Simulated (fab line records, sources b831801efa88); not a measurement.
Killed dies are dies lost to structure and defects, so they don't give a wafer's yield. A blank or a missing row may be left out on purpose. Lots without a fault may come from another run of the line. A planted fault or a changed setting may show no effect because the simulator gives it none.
Which tool did it? | flow sky130 | 13 lots, 39 wafers sampled, at 6 steps of a route of 708

WHAT THE GAUGES READ, wafer by wafer
SKY_FIELD_ISO_THK_MEAS_25. Usual: FIELD_ISO_CVD_24_THK 593 nm, standard deviation 9.
lot  | measured    | on            | FIELD_ISO_CVD_24_THK (nm) | flag
L613 | day 2 08:43 | film_metro-02 | 594 597 588               |
L615 | day 2 17:40 | film_metro-02 | 595 586 600               |
L616 | day 3 01:29 | film_metro-04 | 591 608 587               |
L619 | day 3 16:07 | film_metro-01 | 588 609 591               |
L621 | day 3 23:37 | film_metro-04 | 584 597 585               |
L622 | day 4 08:55 | film_metro-02 | 597 593 610               |
L628 | day 5 16:13 | film_metro-01 | 601 599 590               |
L629 | day 5 17:55 | film_metro-02 | 607 595 610               |
L630 | day 6 00:49 | film_metro-02 | 571 583 586               |
L632 | day 6 13:14 | film_metro-01 | 590 596 579               |
L633 | day 6 17:58 | film_metro-01 | 611 607 588               |
L634 | day 6 23:32 | film_metro-01 | 590 598 602               |
L636 | day 7 06:36 | film_metro-04 | 606 592 586               |

SKY_PWDE_OVL_MEAS_07. Usual: PWDE_OVL 0.6 nm, standard deviation 1.4.
lot  | measured    | on         | PWDE_OVL (nm)  | flag
L613 | day 3 20:35 | overlay-02 | 0.3 0.0 -0.2   |
L615 | day 4 07:37 | overlay-01 | -2.0 -2.3 -1.0 |
L616 | day 4 14:59 | overlay-01 | -1.5 -0.7 -0.2 |
L619 | day 5 08:02 | overlay-02 | 0.3 2.5 1.2    |
L621 | day 5 14:28 | overlay-02 | -0.4 0.1 0.1   |
L622 | day 6 02:28 | overlay-02 | 0.6 0.9 0.0    |
L628 | day 7 14:49 | overlay-02 | 0.3 0.6 -0.5   |
L629 | day 7 15:14 | overlay-01 | 0.3 -0.3 0.6   |
L630 | day 7 21:38 | overlay-01 | 0.3 0.1 1.7    |
L632 | day 8 10:18 | overlay-02 | 2.0 0.2 1.6    |
L633 | day 8 14:53 | overlay-01 | -2.5 -1.5 -1.6 |
L634 | day 8 21:26 | overlay-01 | -1.1 -1.5 -1.0 |
L636 | day 9 03:53 | overlay-02 | 0.8 0.2 1.1    |

SKY_NWELL_OVL_MEAS_10. Usual: NWELL_00_OVL 1.0 nm, standard deviation 1.7.
lot  | measured     | on         | NWELL_00_OVL (nm) | flag
L613 | day 4 14:34  | overlay-01 | -1.7 -2.2 -2.1    |
L615 | day 5 01:11  | overlay-02 | 1.0 -0.5 -0.4     |
L616 | day 5 08:56  | overlay-01 | -0.3 -2.2 -0.6    |
L619 | day 6 02:26  | overlay-01 | - - -             | OFF
L621 | day 6 08:53  | overlay-01 | -1.4 -2.0 -1.2    |
L622 | day 6 22:25  | overlay-01 | 2.1 1.5 -0.1      |
L628 | day 8 11:47  | overlay-02 | 2.6 0.5 2.1       |
L629 | day 8 12:37  | overlay-02 | 2.1 3.0 2.5       |
L630 | day 8 17:22  | overlay-01 | 0.9 0.4 0.6       |
L632 | day 9 05:39  | overlay-01 | 1.7 2.2 1.2       |
L633 | day 9 12:29  | overlay-02 | 4.2 4.9 3.9       |
L634 | day 9 19:08  | overlay-02 | 2.1 3.6 3.4       |
L636 | day 10 03:08 | overlay-02 | 3.5 1.8 2.7       |

SKY_NWELL_TW_MEAS_15. Usual: NWELL_TW 1817, standard deviation 10.
lot  | measured     | on            | NWELL_TW       | flag
L613 | day 4 15:09  | film_metro-01 | 1819 1824 1822 |
L615 | day 5 01:46  | film_metro-01 | 1811 1813 1817 |
L616 | day 5 09:31  | film_metro-01 | 1808 1810 1795 |
L619 | day 6 03:01  | film_metro-02 | 30 30 30       | OFF
L621 | day 6 09:28  | film_metro-03 | 1808 1814 1816 |
L622 | day 6 23:00  | film_metro-01 | 1825 1815 1807 |
L628 | day 8 12:22  | film_metro-03 | 1800 1805 1812 |
L629 | day 8 13:13  | film_metro-02 | 1840 1828 1818 |
L630 | day 8 17:57  | film_metro-03 | 1804 1802 1804 |
L632 | day 9 06:15  | film_metro-02 | 1825 1833 1827 |
L633 | day 9 13:05  | film_metro-03 | 1801 1811 1812 |
L634 | day 9 19:43  | film_metro-02 | 1844 1834 1826 |
L636 | day 10 03:43 | film_metro-02 | 1812 1803 1817 |

SKY_NWELL_OVL_MEAS_23. Usual: NWELL_01_OVL 0.6 nm, standard deviation 1.2.
lot  | measured     | on         | NWELL_01_OVL (nm) | flag
L613 | day 5 08:34  | overlay-01 | 0.7 0.1 0.2       |
L615 | day 5 19:41  | overlay-02 | 1.3 2.5 1.9       |
L616 | day 6 03:28  | overlay-01 | 0.5 -1.2 1.7      |
L619 | day 6 22:35  | overlay-02 | 2.3 1.3 2.1       |
L621 | day 7 05:22  | overlay-01 | -0.9 -0.8 -0.6    |
L622 | day 7 18:50  | overlay-02 | 0.0 1.5 1.5       |
L628 | day 9 07:53  | overlay-01 | 1.4 0.3 2.2       |
L629 | day 9 09:44  | overlay-02 | -1.3 -2.2 -1.1    |
L630 | day 9 15:47  | overlay-02 | 0.9 1.0 2.0       |
L632 | day 10 05:03 | overlay-01 | 1.5 1.8 2.4       |
L633 | day 10 10:41 | overlay-02 | 1.3 0.9 0.0       |
L634 | day 10 18:35 | overlay-01 | 0.7 0.2 0.1       |
L636 | day 11 03:01 | overlay-02 | 0.0 -0.4 -1.3     |

WHICH TOOL RAN EACH LOT (tool, then ch and the chambers of the sampled wafers, then the start)
lot  | SKY_NWELL_EXPOSE_07
L613 | iline_stepper-02 ch 0, day 4 06:16
L615 | iline_stepper-01 ch 0, day 4 16:14
L616 | iline_stepper-01 ch 0, day 5 00:47
L619 | iline_stepper-02 ch 0, day 5 17:55
L621 | iline_stepper-02 ch 0, day 5 23:44
L622 | iline_stepper-01 ch 0, day 6 12:40
L628 | iline_stepper-01 ch 0, day 8 01:17
L629 | iline_stepper-02 ch 0, day 8 02:08
L630 | iline_stepper-02 ch 0, day 8 08:11
L632 | iline_stepper-02 ch 0, day 8 20:29
L633 | iline_stepper-02 ch 0, day 9 01:14
L634 | iline_stepper-01 ch 0, day 9 07:27
L636 | iline_stepper-01 ch 0, day 9 16:05
- SKY_NWELL_EXPOSE_07: exposes mask NWM, target cd 840 nm.

WHAT THE TOOLS THEMSELVES READ (means of the sampled wafers that have a number; where no wafer has one, the mark that the record gives instead)
The record holds no such reading with a usual standard deviation.

THE ANSWER, worked out from the rows above alone
Rule: a lot is off if the mean of its wafers that have a number lies more than 3 standard deviations from the usual mean. A lot without any number at a reading at which 4 lots or more have one is off too. The other lots that the step has rows for count as sound. The gauges are gone through in route order, then the tools' own readings, and for those a lot's mean is taken as printed above. The first step at which some lot is off is used, and at that step the reading that is off furthest; a lot without a number counts as furthest.
Off: L619, at SKY_NWELL_OVL_MEAS_10 (NWELL_00_OVL). Without a number there: L619.
A tool fits if, at a process step before that reading, it ran every lot that is off, and no sound lot after the first of them. The gauges at SKY_NWELL_OVL_MEAS_10 aren't tried: what is off there is off at SKY_NWELL_TW_MEAS_15 too, on other tools, and a gauge's error can't cause that. None of those tried fits.

WHAT THE SIMULATOR HAD PUT IN
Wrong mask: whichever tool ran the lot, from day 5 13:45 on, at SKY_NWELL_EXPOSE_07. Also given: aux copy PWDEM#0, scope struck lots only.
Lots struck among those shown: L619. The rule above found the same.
